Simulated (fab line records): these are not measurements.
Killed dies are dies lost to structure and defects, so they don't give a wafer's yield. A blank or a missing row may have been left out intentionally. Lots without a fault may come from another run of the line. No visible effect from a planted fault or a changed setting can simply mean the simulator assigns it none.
A struck lot beside a sound one / flow sky130 / 41 out of 708 route steps
Sound: the wafers L942.3, L942.5, L942.6. Wafers struck: L946.2, L946.4, L946.6. The cause is named last.
At each step with rows: each side's tool, then ch and its chambers, then its first start. Under that, the readings that differ: sound wafers / struck wafers / difference of the means / sigmas: that difference in standard deviations of wafers without a fault.
alike: same words and numbers on both sides, and readings whose means sit less than 2 such deviations apart. not compared: any withheld reading, any reading some wafer has no value for, any bound like >300 that may hide the same value, and any number with overlapping values for which the record gives no deviation.
The two part at a step that has a row with sigmas, a row that says differs or no value, or rows on one side only. Numbers that have no deviation but don't overlap get no sigmas and don't part them. A reading that every wafer of one side lacks parts them only if that side has two wafers or more.

first, 5 steps without rows for these wafers: SKY_GATE_OXIDE_COAT_05 (resist thk 1140 nm); SKY_GATE_OXIDE_SOFTBAKE_06 (time 60 s); SKY_GATE_OXIDE_EXPOSE_07 (exposes mask LVOM, target cd 600 nm); SKY_GATE_OXIDE_PEB_08; SKY_GATE_OXIDE_DEVELOP_09 (develop time 60 s).
SKY_GATE_OXIDE_OVL_MEAS_10:
  sound on overlay-01, day 17 18:22; struck on overlay-02, day 18 22:54
  alike: GATE_OXIDE_OVL
then, 2 steps without rows for these wafers: SKY_GATE_OXIDE_IMPLANT_11; SKY_GATE_OXIDE_WET_ETCH_12 (etches SiO2 in dHF, target depth 16.8 nm, time 336 s).
SKY_GATE_OXIDE_STRIP_13: strips in O2/N2.
  sound on plasma_asher-03 ch 0,1, day 17 18:40; struck on plasma_asher-01 ch 0,1, day 18 23:11
  alike: drypump_motor_current_A, oes_product_au, strip_time_to_endpoint_s
  not compared: rf_hours_counter_h
SKY_GATE_OXIDE_TW_MEAS_14:
  sound on film_metro-03, day 17 18:46; struck on film_metro-04, day 18 23:19
  alike: GATE_OXIDE_TW
then, 2 steps without rows for these wafers: SKY_GATE_OXIDE_CLEAN_15 (cleans in SC1/SC2, time 150 s); SKY_GATE_OXIDE_OXIDATION_16 (stabilise 600 s, purge 300 s, target thk 3.57 nm).
SKY_POLY_GATE_CVD_00: deposits poly-Si, target thk 180 nm, time 720 s.
  sound on lpcvd-01 ch 1, day 17 21:19; struck on lpcvd-01 ch 1, day 19 01:13
reading=pressure_mtorr (mTorr); sound=199.8 199.9 199.7; struck=240.3 240.4 239.9; difference=+40.4; sigmas=+99 or more
reading=model.poly-Si_of_POLY_GATE_CVD_00.thk_nm (nm); sound=178.3 177.4 176.6; struck=196.4 194.4 194.5; difference=+17.7; sigmas=
  alike: spike_tc_lower_C, spike_tc_top_C
SKY_POLY_GATE_THK_MEAS_01:
  sound on film_metro-01, day 17 22:32; struck on film_metro-03, day 19 02:26
reading=POLY_GATE_CVD_00_THK (nm); sound=178.3 177.4 176.8; struck=196.6 194.3 194.6; difference=+17.7; sigmas=+12
then, 8 steps without rows for these wafers: SKY_RES_PROTECT_DEHYDRATE_00 (time 60 s); SKY_RES_PROTECT_HMDS_01 (prime time 60 s); SKY_RES_PROTECT_COAT_02 (resist thk 1140 nm); SKY_RES_PROTECT_SOFTBAKE_03 (time 60 s); SKY_RES_PROTECT_EXPOSE_04 (exposes mask RPM, target cd 1270 nm); SKY_RES_PROTECT_PEB_05; SKY_RES_PROTECT_DEVELOP_06 (develop time 60 s); SKY_POLY_GATE_IMPLANT_02.
SKY_RES_PROTECT_STRIP_07: strips in O2/N2.
  sound on plasma_asher-03 ch 0,1, day 19 00:23; struck on plasma_asher-03 ch 0,1, day 20 10:21
  alike: drypump_motor_current_A, oes_product_au, strip_time_to_endpoint_s
  not compared: rf_hours_counter_h
SKY_RES_PROTECT_TW_MEAS_08:
  sound on film_metro-01, day 19 00:28; struck on film_metro-02, day 20 10:28
  alike: POLY_GATE_TW
SKY_RES_PROTECT_CLEAN_09: cleans in SC1/SC2, time 150 s.
  sound on wet_bench-01 ch 0, day 19 00:31; struck on wet_bench-02 ch 2, day 20 10:31
reading=model.poly-Si_of_POLY_GATE_CVD_00.thk_nm (nm); sound=177.7 176.8 175.9; struck=195.8 193.8 193.9; difference=+17.7; sigmas=
then, 1 step without rows for these wafers: SKY_POLY_GATE_CVD_03 (deposits Si3N4 from DCS/NH3, target thk 75 nm, time 1290 s).
SKY_POLY_GATE_THK_MEAS_04:
  sound on film_metro-03, day 19 05:08; struck on film_metro-01, day 20 11:56
  alike: POLY_GATE_CVD_03_THK
then, 8 steps without rows for these wafers: SKY_POLY_GATE_DEHYDRATE_05 (time 60 s); SKY_POLY_GATE_HMDS_06 (prime time 60 s); SKY_POLY_GATE_COAT_07 (resist thk 110 nm); SKY_POLY_GATE_COAT_08 (resist thk 450 nm); SKY_POLY_GATE_SOFTBAKE_09 (time 90 s); SKY_POLY_GATE_EXPOSE_10 (exposes mask P1M, target cd 150 nm); SKY_POLY_GATE_PEB_11; SKY_POLY_GATE_DEVELOP_12 (develop time 60 s).
SKY_POLY_GATE_CD_MEAS_13: target cd 150 nm.
  sound on cd_sem-02, day 20 12:56; struck on cd_sem-01, day 21 18:43
  alike: cd_nm
SKY_POLY_GATE_OVL_MEAS_14:
  sound on overlay-02, day 20 13:02; struck on overlay-01, day 21 18:50
  alike: POLY_GATE_OVL
SKY_POLY_GATE_ETCH_15: etches BARC in N2/H2, stops on SiO2, time 118.5 s, target depth 110 nm.
  sound on rie_diel-01 ch 2,3, day 20 13:04; struck on rie_diel-01 ch 0,1,2, day 21 18:52
  alike: drypump_motor_current_A, oes_product_au, throttle_valve_pct
  not compared: rf_hours_counter_h
SKY_POLY_GATE_ETCH_16: etches Si3N4 in CH3F/O2, stops on poly-Si, time 147.5 s, target depth 75 nm.
  sound on rie_diel-01 ch 2,3, day 20 13:08; struck on rie_diel-01 ch 0,1,2, day 21 18:56
reading=oes_product_au (a.u.); sound=0.643 0.628 0.636; struck=0.647 0.643 0.651; difference=+0.011; sigmas=+2
  alike: drypump_motor_current_A, throttle_valve_pct
  not compared: rf_hours_counter_h
SKY_POLY_GATE_ETCH_17: etches poly-Si in HBr/Cl2, stops on SiO2, target depth 180 nm, time 70.5 s.
  sound on rie_si-02 ch 0,1,3, day 20 13:14; struck on rie_si-02 ch 0,3, day 21 19:02
reading=oes_product_au (a.u.); sound=0.978 0.982 0.981; struck=1.005 1.022 1.002; difference=+0.029; sigmas=+4
reading=model.etch.depth_nm (nm); sound=174.6 176.8 175.9; struck=179.2 184.4 180.3; difference=+5.5; sigmas=
reading=model.POLY_GATE.feature_depth_nm (nm); sound=174.6 176.8 175.9; struck=179.2 184.4 180.3; difference=+5.5; sigmas=
  alike: drypump_motor_current_A, throttle_valve_pct
  not compared: rf_hours_counter_h
SKY_POLY_GATE_STRIP_18: strips in O2/N2.
  sound on plasma_asher-01 ch 0,1, day 20 13:20; struck on plasma_asher-04 ch 0, day 21 19:06
reading=drypump_motor_current_A (A); sound=4.9 5.6 4.9; struck=5.8 5.8 5.9; difference=+0.7; sigmas=+2
  alike: oes_product_au, strip_time_to_endpoint_s
  not compared: rf_hours_counter_h

## WHERE THEY PART
First at SKY_POLY_GATE_CVD_00; last, within this record, at SKY_POLY_GATE_STRIP_18.

WHY: what the simulator had put in
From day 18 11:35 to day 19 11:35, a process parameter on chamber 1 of lpcvd-01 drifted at SKY_POLY_GATE_CVD_00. From 200, the setting pressure_mtorr moved by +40.
